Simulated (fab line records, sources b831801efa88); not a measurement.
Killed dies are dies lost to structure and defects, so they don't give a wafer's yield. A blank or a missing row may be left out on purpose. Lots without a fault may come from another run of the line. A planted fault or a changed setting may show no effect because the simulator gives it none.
fab line records | flow sky130
record lots=14 wafers=42 last_day=50
route steps=708 shown LDD_LDN@296 SD_P@327 RES_XHIGH@340 PAD_OPEN@708
lots that met no fault: from a run of the same line without faults
start_h: hours from the record's first day to the start of the lot's first wafer shown | wait_h: hours since the lot's step before | " the same as in the row above | L1.1+2: a row that stands for several wafers | - no value, or no start given | * or withheld: withheld | < > ~ a bound
route shown NAME@n: a module of which the file shows steps, and the number in the route of the first | usual: mean/standard deviation of fault-free wafers | same: alike in all rows | chamber/n: place in a boat | sites: the reading at each site | _std_site: their standard deviation | _edge_site: outer sites' mean less inner sites' | radius_mm: how far each site lies from the wafer's centre | mask NAME#n: copy n | behind: the tool/chamber that last shaped the wafer | hold: why the lot was held/for how many hours/how that ended | device: the transistor (n, p or np) that didn't switch | end of line: the same wafers' tests at the end of the route | a step without rows: its recipe alone | killed: dies lost to structure and defects at the first sort, not the wafer's yield | map: a wafer's dies, x killed, . not, _ none there
set.NAME: the setting as run; set.NAME@STEP: as run at that earlier step | model.NAME: the simulator's own value behind a step, which no gauge read
steps of the route over a sample of lots; a table a step, a row a wafer
services: from which hour (start_h, from the record's first day; less than 0 if before it) a tool's chamber was out of use, for how many hours, and why
## steps
# step SKY_LDD_LDN_OVL_MEAS_07
# usual LDD_LDN_OVL=0.0/1.4
# columns lot.wafer tool chamber start_h wait_h LDD_LDN_OVL[nm]
L247.2 overlay-01 - 516.74 0.1 0.9
L247.3 " - " " 1.1
L247.6 " - " " 0.0
L248.1 overlay-02 - 529.61 0.1 2.2
L248.3 " - " " 1.1
L248.6 " - " " 0.3
L250.1 overlay-02 - 555.53 0.1 0.4
L250.4 " - " " 0.1
L250.5 " - " " 1.6
L253.2 overlay-01 - 580.74 0.1 -4.1
L253.3 " - " " -2.9
L253.5 " - " " -1.2
L254.1 overlay-02 - 585.26 0.1 -3.1
L254.2 " - " " 0.2
L254.5 " - " " -0.3
L255.1 overlay-01 - 592.27 0.1 0.6
L255.2 " - " " 1.0
L255.3 " - " " 0.0
L258.3 overlay-01 - 625.45 0.1 -0.7
L258.4 " - " " 1.3
L258.5 " - " " -0.8
L259.1 overlay-01 - 633.81 0.1 -0.6
L259.2 " - " " -0.3
L259.4 " - " " -0.5
L260.2 overlay-01 - 636.72 0.1 -1.6
L260.4 " - " " -0.5
L260.6 " - " " -0.1
L261.1 overlay-01 - 652.33 0.1 1.3
L261.2 " - " " 0.6
L261.5 " - " " -0.4
L263.1 overlay-01 - 671.52 0.1 -1.8
L263.3 " - " " -1.1
L263.5 " - " " -0.6
L265.2 overlay-01 - 693.07 0.1 -2.5
L265.3 " - " " -2.2
L265.5 " - " " -2.1
L269.2 overlay-02 - 705.62 0.1 -0.4
L269.3 " - " " 0.1
L269.5 " - " " 0.7
L270.2 overlay-01 - 716.06 0.1 0.8
L270.3 " - " " -0.3
L270.4 " - " " 1.7
# step SKY_SD_P_CD_MEAS_07
# recipe target_cd_nm=380
# usual cd_nm=379.4/2.4
# columns lot.wafer tool chamber start_h wait_h cd_nm
L247.2 cd_sem-02 - 579.87 0.1 378.6
L247.3 " - " " 381.2
L247.6 " - " " 379.1
L248.1 cd_sem-01 - 591.06 0.1 378.5
L248.3 " - " " 378.6
L248.6 " - " " 381.1
L250.1 cd_sem-02 - 618.75 0.2 378.4
L250.4 " - " " 380.0
L250.5 " - " " 381.4
L253.2 cd_sem-01 - 642.07 0.1 382.0
L253.3 " - " " 378.3
L253.5 " - " " 379.7
L254.1 cd_sem-01 - 646.32 0.1 373.7
L254.2 " - " " 373.2
L254.5 " - " " 375.5
L255.1 cd_sem-01 - 652.90 0.1 380.7
L255.2 " - " " 381.2
L255.3 " - " " 381.2
L258.3 cd_sem-01 - 684.94 0.1 374.0
L258.4 " - " " 375.3
L258.5 " - " " 374.9
L259.1 cd_sem-02 - 692.47 0.1 378.7
L259.2 " - " " 379.0
L259.4 " - " " 380.7
L260.2 cd_sem-02 - 695.54 0.1 380.4
L260.4 " - " " 380.7
L260.6 " - " " 381.9
L261.1 cd_sem-02 - 711.52 0.1 377.0
L261.2 " - " " 377.5
L261.5 " - " " 379.0
L263.1 cd_sem-02 - 729.22 0.1 378.3
L263.3 " - " " 379.7
L263.5 " - " " 379.0
L265.2 cd_sem-01 - 751.44 0.1 381.7
L265.3 " - " " 380.5
L265.5 " - " " 380.0
L269.2 cd_sem-02 - 763.54 0.1 383.8
L269.3 " - " " 383.4
L269.5 " - " " 385.2
L270.2 cd_sem-01 - 775.19 0.1 383.4
L270.3 " - " " 381.6
L270.4 " - " " 382.6
# step SKY_RES_XHIGH_STRIP_08
# recipe chemistry=O2/N2 power_w=1400 pressure_mtorr=1500 platen_temp_c=withheld o2_flow_sccm=3000 n2_flow_sccm=300 overash_fraction=0.5
# usual drypump_motor_current_A=5.5/0.54 oes_product_au=0.711/0.0037 strip_time_to_endpoint_s=14.30/0.043
# columns lot.wafer tool chamber start_h wait_h drypump_motor_current_A oes_product_au rf_hours_counter_h strip_time_to_endpoint_s
L247.2 plasma_asher-04 0 610.05 0.1 5.1 0.706 43 14.19
L247.3 " 1 " " 5.1 0.712 - 14.19
L247.6 " 0 " " 5.2 0.717 - 14.23
L248.1 plasma_asher-03 1 620.98 0.1 5.8 0.709 83 14.28
L248.3 " 1 " " 5.8 0.711 - 14.26
L248.6 " 1 " " 5.8 0.711 - 14.29
L250.1 plasma_asher-04 0 649.04 0.1 5.1 0.711 48 14.33
L250.4 " 1 " " 5.1 0.714 - 14.32
L250.5 " 1 " " 5.1 0.706 - 14.32
L253.2 plasma_asher-04 0 671.03 0.1 5.1 0.710 50 14.37
L253.3 " 0 " " 5.2 0.714 - 14.36
L253.5 " 1 " " 5.1 0.709 - 14.34
L254.1 plasma_asher-04 1 675.10 0.1 5.1 0.707 50 14.32
L254.2 " 0 " " 5.2 0.709 50 14.31
L254.5 " 0 " " 5.1 0.712 - 14.28
L255.1 plasma_asher-03 1 681.77 0.1 5.8 0.710 88 14.27
L255.2 " 0 " " 5.0 0.715 88 14.26
L255.3 " 1 " " 5.8 0.702 - 14.26
L258.3 plasma_asher-04 0 712.37 0.1 5.2 0.707 - 14.31
L258.4 " 1 " " 5.1 0.708 - 14.35
L258.5 " 0 " " 5.2 0.709 - 14.35
L259.1 plasma_asher-03 1 719.82 0.1 5.8 0.712 91 14.38
L259.2 " 0 " " 5.0 0.705 91 14.35
L259.4 " 1 " " 5.8 0.707 - 14.30
L260.2 plasma_asher-04 0 723.00 0.1 5.1 0.707 56 14.24
L260.4 " 1 " " 5.1 0.712 - 14.23
L260.6 " 0 " " 5.1 0.712 - 14.23
L261.1 plasma_asher-02 0 740.20 0.1 6.4 0.709 32 14.28
L261.2 " 1 " " 6.3 0.714 32 14.25
L261.5 " 1 " " 6.3 0.713 - 14.30
L263.1 plasma_asher-04 0 757.23 0.1 5.1 0.646 59 16.39
L263.3 " 0 " " 5.1 0.654 - 16.35
L263.5 " 1 " " 5.1 0.713 - 14.33
L265.2 plasma_asher-04 0 779.17 0.1 5.1 0.657 61 16.31
L265.3 " 1 " " 5.1 0.714 - 14.28
L265.5 " 0 " " 5.1 0.653 - 16.33
L269.2 plasma_asher-03 0 791.03 0.1 5.0 0.713 98 14.35
L269.3 " 0 " " 5.0 0.706 - 14.37
L269.5 " 1 " " 5.8 0.708 - 14.38
L270.2 plasma_asher-02 1 802.65 0.1 6.3 0.715 38 14.36
L270.3 " 1 " " 6.3 0.713 - 14.29
L270.4 " 0 " " 6.4 0.708 - 14.33
# step SKY_RES_XHIGH_TW_MEAS_09
# usual RES_XHIGH_TW=1653/6.6
# columns lot.wafer tool chamber start_h wait_h RES_XHIGH_TW
L247.2 film_metro-04 - 610.16 0.1 1645
L247.3 " - " " 1645
L247.6 " - " " 1652
L248.1 film_metro-01 - 621.08 0.1 1660
L248.3 " - " " 1663
L248.6 " - " " 1658
L250.1 film_metro-01 - 649.14 0.1 1645
L250.4 " - " " 1655
L250.5 " - " " 1654
L253.2 film_metro-04 - 671.14 0.1 1649
L253.3 " - " " 1645
L253.5 " - " " 1652
L254.1 film_metro-01 - 675.20 0.1 1660
L254.2 " - " " 1662
L254.5 " - " " 1661
L255.1 film_metro-04 - 681.87 0.1 1644
L255.2 " - " " 1649
L255.3 " - " " 1654
L258.3 film_metro-02 - 712.45 0.1 1669
L258.4 " - " " 1665
L258.5 " - " " 1660
L259.1 film_metro-01 - 719.92 0.1 1652
L259.2 " - " " 1639
L259.4 " - " " 1640
L260.2 film_metro-04 - 723.11 0.1 1653
L260.4 " - " " 1654
L260.6 " - " " 1653
L261.1 film_metro-04 - 740.30 0.1 1648
L261.2 " - " " 1642
L261.5 " - " " 1654
L263.1 film_metro-04 - 757.33 0.1 1657
L263.3 " - " " 1656
L263.5 " - " " 1658
L265.2 film_metro-04 - 779.28 0.1 1653
L265.3 " - " " 1651
L265.5 " - " " 1646
L269.2 film_metro-01 - 791.14 0.1 1652
L269.3 " - " " 1660
L269.5 " - " " 1648
L270.2 film_metro-02 - 802.76 0.1 1656
L270.3 " - " " 1654
L270.4 " - " " 1652
# step SKY_PAD_OPEN_PROBE_99
# usual killed_at_M0_to_M3=43/7.4 killed_at_M4_up=3.1/1.9 killed_at_contacts=25/5.4 killed_at_front_end=15/4.3 killed_at_other=0.3/0.54 killed_dies=86/10 killed_on_rim=17/4 killed_open=46/7.4 killed_short=40/7
# same gross_dies=492 killed_at_back_side=0
# columns lot.wafer tool chamber start_h wait_h killed_at_M0_to_M3 killed_at_M4_up killed_at_contacts killed_at_front_end killed_at_other killed_dies killed_on_rim killed_open killed_short
L254.1 prober-02 - 1119.84 0.1 40 9 26 22 0 97 19 46 50
L254.2 prober-02 - 1119.89 0.1 35 2 30 13 1 81 17 44 37
L254.5 prober-02 - 1120.04 0.2 42 4 20 16 0 82 16 43 39
L255.1 prober-01 - 1121.42 0.1 38 8 26 11 0 83 17 44 39
L255.2 prober-01 - 1121.47 0.1 50 4 23 17 0 94 22 44 50
L255.3 prober-01 - 1121.52 0.2 36 3 20 11 0 70 14 45 24
# killed by level:class
L254.1 METAL4:geometric_particle:short=9 VIA1:geometric_particle:open=8 CONTACT:geometric_particle:open=7 LI_CONTACT:geometric_particle:open=7 VIA2:geometric_particle:short=7 FIELD_ISO:geometric_particle:short=6 LI_CONTACT:geometric_particle:short=6 VIA2:geometric_particle:open=6
L254.2 CONTACT:geometric_particle:open=9 VIA1:geometric_particle:open=9 LI_CONTACT:geometric_particle:open=8 LOCAL_INTERCONNECT:geometric_particle:short=5 VIA2:geometric_particle:open=5 LI_CONTACT:geometric_particle:short=4 VIA3:geometric_particle:short=4 SPACER:geometric_particle:short=3
L254.5 VIA3:geometric_particle:open=8 CONTACT:geometric_particle:open=7 METAL2:geometric_particle:short=7 VIA1:geometric_particle:open=6 VIA2:geometric_particle:open=6 VIA1:geometric_particle:short=5 FIELD_ISO:geometric_particle:short=4 FIELD_ISO:geometric_particle:open=4
L255.1 LI_CONTACT:geometric_particle:open=9 VIA1:geometric_particle:open=7 VIA3:geometric_particle:open=7 METAL1:geometric_particle:short=6 VIA2:geometric_particle:open=6 METAL4:geometric_particle:short=5 CONTACT:geometric_particle:open=5 LI_CONTACT:geometric_particle:short=4
L255.2 VIA1:geometric_particle:open=11 FIELD_ISO:geometric_particle:short=9 CONTACT:geometric_particle:open=7 VIA1:geometric_particle:short=7 METAL2:geometric_particle:short=6 METAL1:geometric_particle:short=6 VIA2:geometric_particle:open=6 LOCAL_INTERCONNECT:geometric_particle:short=5
L255.3 VIA1:geometric_particle:open=12 LI_CONTACT:geometric_particle:open=7 CONTACT:geometric_particle:open=7 VIA1:geometric_particle:short=5 METAL2:geometric_particle:short=4 VIA3:geometric_particle:open=4 FIELD_ISO:geometric_particle:open=3 VIA2:geometric_particle:open=3
## services
# columns tool chamber start_h hours kind
plasma_asher-03 - 633.01 3.9 repair
plasma_asher-02 - 657.32 3.9 repair
plasma_asher-03 - 682.08 7.2 repair
plasma_asher-02 - 738.53 1.2 repair
plasma_asher-04 - 798.49 77.9 repair
## key
first_sign step=SKY_RES_XHIGH_STRIP_08 reading=strip_time_to_endpoint_s direction=up sigmas=47 usual=* struck=*
effect step=SKY_RES_XHIGH_STRIP_08 reading=oes_product_au direction=down sigmas=16 usual=0.711 struck=0.653
met_at SKY_RES_XHIGH_STRIP_08
struck_lots L263,L265
struck_wafers L263.1,L263.3,L265.2,L265.5
tester_left_out L263,L265
not_acting_at SKY_LDD_LDN_OVL_MEAS_07,SKY_SD_P_CD_MEAS_07,SKY_RES_XHIGH_TW_MEAS_09
onset_between 723.00 757.23
fault kind=process_parameter_drift tool=plasma_asher-04 chamber=0 onset_h=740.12 steps=SKY_RES_XHIGH_STRIP_08 channel=power_w offset=* shape=step end_h=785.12 acts_in=* stated=*
# tester_left_out: of these lots the tester's yield and bins aren't shown, on N5 and GAA mostly nor the transistor test; their killed dies are dies lost to structure and defects alone, not to doping, threshold or leakage, so they don't give the yield
